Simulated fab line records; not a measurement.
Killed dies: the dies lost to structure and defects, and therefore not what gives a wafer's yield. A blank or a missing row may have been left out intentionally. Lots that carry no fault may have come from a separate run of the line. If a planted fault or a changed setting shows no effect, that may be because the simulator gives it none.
fab line records	flow gf180mcu
record: lots: 13	wafers: 39	last-day: 34
route steps=602 shown NWELL@44 LVPWELL@65 CONTACT@304 M1@317
lots untouched by any fault: they come from a run of this same line in which no faults occurred
start-h: start of the lot's first displayed wafer, in hours after the record's first day	wait-h: hours from the lot's prior step to this one	" identical to the entry in the row above	L1.1+2: a row that stands for several wafers	- no value, or no start given	* or withheld: withheld	< > ~ a bound
route shown NAME@n: a module of which the file shows steps, and the number in the route of the first	usual: mean/standard deviation of fault-free wafers	same: alike in all rows	chamber/n: place in a boat	sites: each site's reading	_std_site: standard deviation across them	_edge_site: inner sites' mean taken away from outer sites' mean	radius-mm: for every site, how far away it sits from the centre of the wafer	mask NAME#n: copy n	behind: the last tool/chamber to shape the wafer	hold: the reason the lot was held/the length of the hold in hours/how it ended	device: the transistor (n, p or np) that didn't switch	end of line: the route-end tests of the same wafers	a step without rows: its recipe alone	killed: the dies lost at the first sort to structure and to defects; this is not the yield of the wafer	map: a wafer's dies, marking killed ones x, the rest . and places with no die _
set.NAME: the setting as run; set.NAME@STEP: as run at that earlier step	model.NAME: the simulator's own value behind a step, which no gauge read
route steps across a sampled set of lots; one table per step, one row per wafer
services: the hour from which a tool's chamber was out of use, counted from the record's first day as start-h (under 0 if before that day), plus the number of hours and why
== steps ==
step: GF_NWELL_COAT_02
recipe: spin-rpm: 2000	resist-thk-nm: 3021
usual: chill-plate-temp-C: 23.00/0.095	dispense-pressure-kPa: 51.3/2.3
lot.wafer	tool	chamber	start-h	wait-h	chill-plate-temp-C	dispense-pressure-kPa
L917.1	litho-track-03	0	54.18	0.1	22.94	51.7
L917.2	"	0	"	"	22.91	51.7
L917.5	"	0	"	"	22.93	51.7
L918.1	litho-track-03	0	57.93	0.1	23.10	51.7
L918.3	"	0	"	"	23.01	51.7
L918.6	"	0	"	"	23.07	51.7
L919.1	litho-track-03	0	64.88	0.1	23.03	51.7
L919.5	"	0	"	"	23.00	51.8
L919.6	"	0	"	"	22.96	51.7
L921.1	litho-track-04	0	76.66	0.1	23.06	49.1
L921.4	"	0	"	"	23.10	49.1
L921.6	"	0	"	"	22.95	49.0
L922.1	litho-track-03	0	81.03	0.1	23.07	51.8
L922.2	"	0	"	"	22.99	51.8
L922.6	"	0	"	"	23.00	51.7
L924.3	litho-track-02	0	90.16	0.1	23.01	54.8
L924.5	"	0	"	"	22.92	54.8
L924.6	"	0	"	"	22.93	54.8
L928.1	litho-track-04	0	112.61	0.1	23.01	49.1
L928.4	"	0	"	"	23.03	49.1
L928.6	"	0	"	"	23.14	49.1
L929.1	litho-track-02	0	116.46	0.1	23.02	54.9
L929.2	"	0	"	"	22.96	54.8
L929.3	"	0	"	"	23.14	54.8
L931.3	litho-track-04	0	130.66	0.1	22.89	49.1
L931.4	"	0	"	"	22.89	49.1
L931.6	"	0	"	"	23.03	49.1
L932.2	litho-track-02	-	134.64	0.1	-	-
L932.5	"	-	"	"	-	-
L932.6	"	-	"	"	-	-
L933.1	litho-track-04	-	142.06	0.1	-	-
L933.5	"	-	"	"	-	-
L933.6	"	-	"	"	-	-
L935.2	litho-track-04	0	152.24	0.1	23.13	49.1
L935.5	"	0	"	"	23.05	49.1
L935.6	"	0	"	"	23.10	49.1
L939.4	litho-track-04	0	174.59	0.1	22.94	49.1
L939.5	"	0	"	"	22.88	49.1
L939.6	"	0	"	"	22.89	49.1
step: GF_NWELL_OVL_MEAS_07
usual: NWELL_OVL: -0.9/1.3
lot.wafer	tool	chamber	start-h	wait-h	NWELL_OVL[nm]
L917.1	overlay-01	-	60.51	-	-0.5
L917.2	"	-	"	"	0.3
L917.5	"	-	"	"	0.3
L918.1	overlay-01	-	64.51	-	-1.9
L918.3	"	-	"	"	-2.8
L918.6	"	-	"	"	-2.7
L919.1	overlay-02	-	71.13	-	-1.0
L919.5	"	-	"	"	-1.6
L919.6	"	-	"	"	-0.4
L921.1	overlay-02	-	83.16	-	-0.2
L921.4	"	-	"	"	0.2
L921.6	"	-	"	"	-0.3
L922.1	overlay-01	-	87.33	-	-0.8
L922.2	"	-	"	"	-1.2
L922.6	"	-	"	"	-1.1
L924.3	overlay-02	-	97.48	-	-1.5
L924.5	"	-	"	"	-1.8
L924.6	"	-	"	"	1.4
L928.1	overlay-01	-	120.46	-	-0.8
L928.4	"	-	"	"	-2.9
L928.6	"	-	"	"	0.9
L929.1	overlay-01	-	124.03	-	-1.0
L929.2	"	-	"	"	-0.7
L929.3	"	-	"	"	-1.0
L931.3	overlay-01	-	138.64	-	-2.3
L931.4	"	-	"	"	-1.9
L931.6	"	-	"	"	-1.3
L932.2	overlay-02	-	142.72	-	-
L932.5	"	-	"	"	-
L932.6	"	-	"	"	-
L933.1	overlay-01	-	150.13	-	-
L933.5	"	-	"	"	-
L933.6	"	-	"	"	-
L935.2	overlay-02	-	160.47	-	-0.7
L935.5	"	-	"	"	-1.2
L935.6	"	-	"	"	-2.1
L939.4	overlay-01	-	183.04	-	2.1
L939.5	"	-	"	"	2.3
L939.6	"	-	"	"	2.0
step: GF_LVPWELL_TW_MEAS_11
usual: LVPWELL_TW: 561/4.1
lot.wafer	tool	chamber	start-h	wait-h	hold	LVPWELL_TW
L917.1	film-metro-04	-	73.50	0.1	-	561
L917.2	"	-	"	"	-	560
L917.5	"	-	"	"	-	559
L918.1	film-metro-04	-	78.87	0.1	-	559
L918.3	"	-	"	"	-	559
L918.6	"	-	"	"	-	561
L919.1	film-metro-04	-	85.55	0.1	-	559
L919.5	"	-	"	"	-	562
L919.6	"	-	"	"	-	561
L921.1	film-metro-04	-	97.56	0.1	-	554
L921.4	"	-	"	"	-	558
L921.6	"	-	"	"	-	559
L922.1	film-metro-04	-	101.42	0.1	-	558
L922.2	"	-	"	"	-	555
L922.6	"	-	"	"	-	558
L924.3	film-metro-01	-	112.47	0.1	-	563
L924.5	"	-	"	"	-	566
L924.6	"	-	"	"	-	565
L928.1	film-metro-01	-	136.05	0.1	-	566
L928.4	"	-	"	"	-	563
L928.6	"	-	"	"	-	564
L929.1	film-metro-04	-	140.06	0.1	-	557
L929.2	"	-	"	"	-	557
L929.3	"	-	"	"	-	555
L931.3	film-metro-01	-	155.37	0.1	-	566
L931.4	"	-	"	"	-	570
L931.6	"	-	"	"	-	565
L932.2	film-metro-01	-	159.63	0.1	await-dispo/0.2h/release	1622
L932.5	"	-	"	"	await-dispo/0.2h/release	1615
L932.6	"	-	"	"	await-dispo/0.2h/release	1603
L932.2	film-metro-01	-	159.86	0.2	-	1617
L932.5	"	-	"	"	-	1615
L932.6	"	-	"	"	-	1613
L933.1	film-metro-04	-	167.12	0.1	await-dispo/0.2h/release	1588
L933.5	"	-	"	"	await-dispo/0.2h/release	1579
L933.6	"	-	"	"	await-dispo/0.2h/release	1590
L933.1	film-metro-04	-	167.35	0.2	-	1581
L933.5	"	-	"	"	-	1589
L933.6	"	-	"	"	-	1588
L935.2	film-metro-03	-	177.73	0.1	-	562
L935.5	"	-	"	"	-	559
L935.6	"	-	"	"	-	564
L939.4	film-metro-03	-	199.94	0.1	-	562
L939.5	"	-	"	"	-	561
L939.6	"	-	"	"	-	560
step: GF_CONTACT_ETCH_17
recipe: chemistry: C4F8/O2/Ar	mask-material: KrF	target: SiO2	stop-on: CoSi2	source-w: 1500	bias-w: 1200	pressure-mtorr: 40	c4f8-flow-sccm: withheld	O2_flow_sccm: 6	Ar_flow_sccm: 300	time-s: withheld	target-depth-a: 8600
usual: oes-product-au: 0.815/0.0047	rf-fwd-power-W: 1495/4.7
lot.wafer	tool	chamber	start-h	wait-h	oes-product-au	rf-fwd-power-W
L917.1	rie-diel-01	2	-	-	0.824	1501
L917.2	"	0	"	"	0.808	1500
L917.5	"	1	"	"	0.822	1493
L918.1	rie-diel-03	0	-	-	0.821	1494
L918.3	"	3	"	"	0.820	1497
L918.6	"	1	"	"	0.814	1499
L919.1	rie-diel-02	3	-	-	0.813	1493
L919.5	"	1	"	"	0.811	1499
L919.6	"	0	"	"	0.814	1488
L921.1	rie-diel-02	3	-	-	0.815	1492
L921.4	"	1	"	"	0.818	1490
L921.6	"	3	"	"	0.819	1500
L922.1	rie-diel-03	3	-	-	0.820	1495
L922.2	"	0	"	"	0.822	1489
L922.6	"	3	"	"	0.817	1494
L924.3	rie-diel-01	0	-	-	0.820	1496
L924.5	"	1	"	"	0.812	1500
L924.6	"	0	"	"	0.812	1495
L928.1	rie-diel-02	1	-	-	0.815	1491
L928.4	"	0	"	"	0.824	1495
L928.6	"	1	"	"	0.818	1501
L929.1	rie-diel-03	2	-	-	0.813	1496
L929.2	"	3	"	"	0.817	1487
L929.3	"	0	"	"	0.807	1501
L931.3	rie-diel-01	0	-	-	0.816	1494
L931.4	"	1	"	"	0.817	1492
L931.6	"	1	"	"	0.825	1494
L935.2	rie-diel-02	2	-	-	0.812	1495
L935.5	"	3	"	"	0.815	1489
L935.6	"	2	"	"	0.815	1495
L939.4	rie-diel-03	1	-	-	0.811	1492
L939.5	"	0	"	"	0.814	1495
L939.6	"	3	"	"	0.831	1491
step: GF_CONTACT_THK_MEAS_26
recipe: thk-meas-gauge: xrf	reads: W_of_CONTACT_CVD_24
usual: CONTACT_W_THK: 296/4.4
lot.wafer	tool	chamber	start-h	wait-h	CONTACT_W_THK[nm]
L917.1	film-metro-03	-	375.82	0.1	299
L917.2	"	-	"	"	303
L917.5	"	-	"	"	298
L918.1	film-metro-01	-	380.49	0.1	299
L918.3	"	-	"	"	291
L918.6	"	-	"	"	291
L919.1	film-metro-04	-	391.62	0.1	301
L919.5	"	-	"	"	302
L919.6	"	-	"	"	302
L921.1	film-metro-04	-	409.97	0.1	296
L921.4	"	-	"	"	295
L921.6	"	-	"	"	299
L922.1	film-metro-03	-	418.21	0.1	292
L922.2	"	-	"	"	290
L922.6	"	-	"	"	293
L924.3	film-metro-01	-	437.23	0.1	294
L924.5	"	-	"	"	294
L924.6	"	-	"	"	296
L928.1	film-metro-04	-	473.89	0.1	301
L928.4	"	-	"	"	304
L928.6	"	-	"	"	307
L929.1	film-metro-03	-	477.20	0.1	298
L929.2	"	-	"	"	298
L929.3	"	-	"	"	298
L931.3	film-metro-01	-	502.78	0.1	297
L931.4	"	-	"	"	291
L931.6	"	-	"	"	301
L935.2	film-metro-04	-	528.82	0.1	300
L935.5	"	-	"	"	300
L935.6	"	-	"	"	295
L939.4	film-metro-01	-	560.65	0.1	291
L939.5	"	-	"	"	295
L939.6	"	-	"	"	292
step: GF_M1_SPUTTER_02
recipe: material: AlCu	target-thk-nm: 450	power-w: 10600	time-s: 23.9	chamber-pressure-pa: 0.4
usual: throttle-valve-pct: 29.7/1.3
lot.wafer	tool	chamber	start-h	wait-h	throttle-valve-pct
L917.1	pvd-sputter-01	-	376.31	0.0	29.8
L917.2	"	-	"	"	29.7
L917.5	"	-	"	"	31.2
L918.1	pvd-sputter-03	-	380.98	0.0	31.1
L918.3	"	-	"	"	29.5
L918.6	"	-	"	"	29.5
L919.1	pvd-sputter-03	-	392.11	0.0	31.2
L919.5	"	-	"	"	31.2
L919.6	"	-	"	"	28.4
L921.1	pvd-sputter-01	-	410.46	0.0	29.7
L921.4	"	-	"	"	29.8
L921.6	"	-	"	"	29.7
L922.1	pvd-sputter-01	-	418.70	0.0	29.8
L922.2	"	-	"	"	29.6
L922.6	"	-	"	"	31.2
L924.3	pvd-sputter-01	-	437.70	0.0	30.0
L924.5	"	-	"	"	29.6
L924.6	"	-	"	"	29.7
L928.1	pvd-sputter-03	-	474.38	0.0	31.0
L928.4	"	-	"	"	29.7
L928.6	"	-	"	"	28.3
L929.1	pvd-sputter-03	-	477.69	0.0	31.3
L929.2	"	-	"	"	28.4
L929.3	"	-	"	"	29.6
L931.3	pvd-sputter-02	-	503.25	0.0	28.2
L931.4	"	-	"	"	30.0
L931.6	"	-	"	"	26.4
L935.2	pvd-sputter-02	-	529.30	0.0	28.3
L935.5	"	-	"	"	26.3
L935.6	"	-	"	"	30.2
L939.4	pvd-sputter-01	-	561.11	0.0	29.8
L939.5	"	-	"	"	29.7
L939.6	"	-	"	"	31.2
== services ==
tool	chamber	start-h	hours	kind
pvd-sputter-03	-	52.05	6.2	repair
pvd-sputter-03	-	53.16	5.0	repair
rie-diel-01	1	65.58	9.8	repair
rie-diel-01	0	116.12	20.3	repair
rie-diel-03	-	142.18	4.3	pm
rie-diel-03	2	185.50	5.7	repair
rie-diel-02	-	231.72	0.4	repair
pvd-sputter-01	-	246.16	4.2	repair
pvd-sputter-01	-	246.66	5.2	repair
pvd-sputter-01	-	253.25	1.1	repair
rie-diel-03	2	306.65	4.6	repair
rie-diel-03	0	342.14	8.1	repair
pvd-sputter-01	-	355.30	2.8	repair
rie-diel-03	2	372.62	3.9	repair
rie-diel-03	3	375.42	1.3	repair
rie-diel-01	3	379.82	8.6	repair
pvd-sputter-01	-	421.59	3.7	repair
rie-diel-03	2	454.46	6.9	repair
rie-diel-01	1	457.05	13.5	repair
pvd-sputter-01	-	470.32	4.6	repair
rie-diel-01	1	484.48	4.1	repair
rie-diel-01	-	486.58	2.8	pm
rie-diel-02	3	507.45	5.8	repair
rie-diel-02	1	552.64	3.1	repair
== key ==
first-sign: step: GF_NWELL_COAT_02	reading: tool-record	direction: missing
effect: step: GF_NWELL_OVL_MEAS_07	reading: NWELL_OVL	direction: missing
effect: step: GF_LVPWELL_TW_MEAS_11	reading: visit	direction: added
effect: step: GF_LVPWELL_TW_MEAS_11	reading: LVPWELL_TW	direction: up	sigmas: 99+	usual: 561	struck: 1600
met-at GF_NWELL_COAT_02
struck-lots L932,L933
scrapped-behind GF_LVPWELL_TW_MEAS_11 L932.2,L932.5,L932.6,L933.1,L933.5,L933.6
not-acting-at GF_CONTACT_ETCH_17,GF_CONTACT_THK_MEAS_26,GF_M1_SPUTTER_02
onset-between 130.66 134.64
fault: kind: skipped-step-whole	tool: litho-track-02,litho-track-04	chamber: -	onset-h: 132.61	steps: GF_NWELL_COAT_02	scope: struck-lots-only
